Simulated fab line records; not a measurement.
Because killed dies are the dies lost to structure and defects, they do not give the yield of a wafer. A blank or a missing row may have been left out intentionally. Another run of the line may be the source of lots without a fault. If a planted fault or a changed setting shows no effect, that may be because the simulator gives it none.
Matching of chambers ; flow gf180mcu ; GF_STI_CMP_25 on cmp-01: 4 sister chambers
The step polishes, stops on Si3N4, t overpolish 33 s, target thk 524.6 nm. 4 wafers are shown with their chamber, then 7 later ones without.

## WAFERS PAIRED WITH THEIR CHAMBERS
wafer;chamber;motor current A (A)
L668.3;3;10.2
L668.6;0;12.0
L673.2;2;12.3
L673.3;1;10.5

## WAFERS WITHOUT THEIR CHAMBER
wafer;motor current A (A)
L673.4;12.2
L674.2;12.8
L674.4;12.4
L674.5;10.1
L679.3;11.9
L679.4;12.1
L679.5;12.5

## EACH ONE'S CHAMBER
wafer;from the rows above;in truth
L673.4;can't be placed: 2 or 0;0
L674.2;can't be placed: 2 or 0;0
L674.4;can't be placed: 2 or 0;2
L674.5;can't be placed: 3 or 1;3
L679.3;can't be placed: 0 or 2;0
L679.4;can't be placed: 0 or 2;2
L679.5;can't be placed: 2 or 0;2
0 of 7 placed correctly. Can't be placed from these rows: 7 (the true chamber is among the candidates in 7). Placed wrongly: 0.
How it was worked out, from the rows above alone: a wafer's distance from a chamber is the root of the sum, over the readings, of the square of ((its reading less the chamber's mean) divided by the reading's scatter). If the next closest chamber is less than 2 further off than the closest, the wafer can't be placed; otherwise it belongs to the closest. Each chamber's mean is taken over the wafers shown for it. The scatter (one wafer shown for each chamber): square how far every hidden wafer sits from the nearest shown wafer, average those squares and take the square root.
